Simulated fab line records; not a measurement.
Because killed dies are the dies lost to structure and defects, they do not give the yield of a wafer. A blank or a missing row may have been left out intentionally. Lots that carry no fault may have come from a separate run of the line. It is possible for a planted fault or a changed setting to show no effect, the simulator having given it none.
Matching of chambers | flow gf180mcu | GF_PASSIVATION_CVD_00 on pecvd-04: 3 sister chambers
The step deposits SiO2 from TEOS, target thk 1000 nm, time 111.95 s. 6 wafers are shown with their chamber, then 7 later ones without.

## WAFERS PAIRED WITH THEIR CHAMBERS
wafer  | chamber | heater power w (W)
L914.2 | 1       | 540
L914.6 | 2       | 805
L918.4 | 2       | 689
L918.6 | 0       | 636
L919.1 | 1       | 555
L919.4 | 0       | 788

## WAFERS WHOSE CHAMBER IS MISSING
wafer  | heater power w (W)
L919.6 | 601
L920.1 | 616
L920.4 | 773
L920.5 | 642
L922.1 | 553
L922.2 | 709
L922.6 | 602

## CHAMBER TAKEN BY EACH
wafer  | from the rows above          | in truth
L919.6 | can't be placed: 1 or 0 or 2 | 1
L920.1 | can't be placed: 1 or 0 or 2 | 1
L920.4 | can't be placed: 2 or 0      | 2
L920.5 | can't be placed: 0 or 1 or 2 | 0
L922.1 | can't be placed: 1 or 0      | 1
L922.2 | can't be placed: 0 or 2      | 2
L922.6 | can't be placed: 1 or 0 or 2 | 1
Correctly placed: 0 of 7. Unplaceable from these rows: 7, with the true chamber sitting among the candidates in 7. Wrongly placed: 0.
How it was worked out, from the rows above alone: a wafer's distance from a chamber is the root of the sum, over the readings, of the square of ((its reading less the chamber's mean) divided by the reading's scatter). If the next closest chamber is less than 2 further off than the closest, the wafer can't be placed; otherwise it belongs to the closest. The mean given for a chamber averages the wafers shown for that chamber. The scatter: take each reading less its chamber's mean, square it, sum over the shown wafers, divide by the number of wafers less the number of chambers, and take the root.
